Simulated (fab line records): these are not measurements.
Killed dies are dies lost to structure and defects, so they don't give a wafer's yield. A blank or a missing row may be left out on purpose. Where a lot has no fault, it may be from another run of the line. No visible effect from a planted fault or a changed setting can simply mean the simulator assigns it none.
A struck lot beside a sound one || flow sky130 || 15 steps out of a route of 708
Sound: wafers L789.1, L789.2, L789.5. Struck: wafer L791.5 (L791.1, L791.4, from the same lot, were not struck and are left out); the cause is given at the end.
For every step that has rows: the tool of each side, followed by ch and its chambers, followed by its first start. Under that, the readings that differ: sound wafers || struck wafers || difference of the means || sigmas: that difference in standard deviations of wafers without a fault.
alike: a reading whose means differ by less than 2 such deviations, as well as words and numbers matching on both sides. not compared: withheld readings; readings where some wafer has no value; bounds like >300 that might hide an equal value; numbers whose values overlap and for which the record gives no deviation.
A row with sigmas, a row that says differs or no value, or rows on one side alone: a step with any of these is where the two part. Numbers that have no deviation but don't overlap get no sigmas and don't part them. Lack of a reading on every wafer of one side parts them only where that side has two or more wafers.

first, 4 steps without rows for these wafers: SKY_LDD_P_SOFTBAKE_03 (time 60 s); SKY_LDD_P_EXPOSE_04 (exposes mask PSDM, target cd 380 nm); SKY_LDD_P_PEB_05; SKY_LDD_P_DEVELOP_06 (develop time 60 s).
SKY_LDD_P_CD_MEAS_07: the cd target is 380 nm.
  sound on cd-sem-02 at day 20 01:50; struck on cd-sem-02 at day 20 14:20
{"reading": "cd-nm (nm)", "sound": "375 376 374", "struck": 383, "difference": "+8", "sigmas": "+3"}
SKY_LDD_P_OVL_MEAS_08:
  sound on overlay-01 at day 20 01:58; struck on overlay-01 at day 20 14:28
  alike: LDD_P_OVL
then, 1 step without rows for these wafers: SKY_LDD_P_IMPLANT_09.
SKY_LDD_P_STRIP_10: strips in O2/N2.
  sound on plasma-asher-01 ch 0,1, day 20 02:08; struck on plasma-asher-04 ch 0, day 20 14:38
  alike: drypump-motor-current-A, oes-product-au, strip-time-to-endpoint-s
  not compared: rf-hours-counter-h
SKY_LDD_P_TW_MEAS_11:
  sound on film-metro-03 at day 20 02:14; struck on film-metro-04 at day 20 14:44
{"reading": "LDD_P_TW", "sound": "640 637 644", "struck": 632, "difference": -8, "sigmas": -2}
then, 3 steps without rows for these wafers: SKY_LDD_HVN_DEHYDRATE_00 (time 60 s); SKY_LDD_HVN_HMDS_01 (prime time 60 s); SKY_LDD_HVN_COAT_02 (resist thk 300 nm).
SKY_LDD_HVN_SOFTBAKE_03: time 60 s.
  sound on litho-track-02 ch 0, day 20 17:34; struck on litho-track-03 ch 0, day 21 05:19
{"reading": "heater-power-total-W (W)", "sound": "56.58 56.62 56.62", "struck": 57.07, "difference": "+0.46", "sigmas": "+11"}
{"reading": "run-length-s (s)", "sound": "88.83 88.68 88.89", "struck": 87.19, "difference": -1.61, "sigmas": -8}
  not compared: plate-temp-C
then, 1 step without rows for these wafers: SKY_LDD_HVN_EXPOSE_04 (exposes mask HVNTM, target cd 700 nm).
-- a jump in the record: the struck wafers' starts before and after are 26 days apart (it breaks off in module LDD_HVN and resumes in module PAD_OPEN, where the first step shown is number 708 of the route) --
SKY_PAD_OPEN_PROBE_99:
  sound on prober-02 at day 46 11:50; struck on prober-02 at day 46 20:22
  alike: killed_at_M0_to_M3, killed_at_M4_up, killed-at-contacts, killed-at-front-end, killed-at-other, killed-dies, killed-open, killed-short

== WHERE THEY PART ==
First at SKY_LDD_P_CD_MEAS_07; last, within this record, at SKY_LDD_HVN_SOFTBAKE_03. Later steps at which nothing parts them and some readings are alike: SKY_PAD_OPEN_PROBE_99.

WHY: the cause the simulator had injected
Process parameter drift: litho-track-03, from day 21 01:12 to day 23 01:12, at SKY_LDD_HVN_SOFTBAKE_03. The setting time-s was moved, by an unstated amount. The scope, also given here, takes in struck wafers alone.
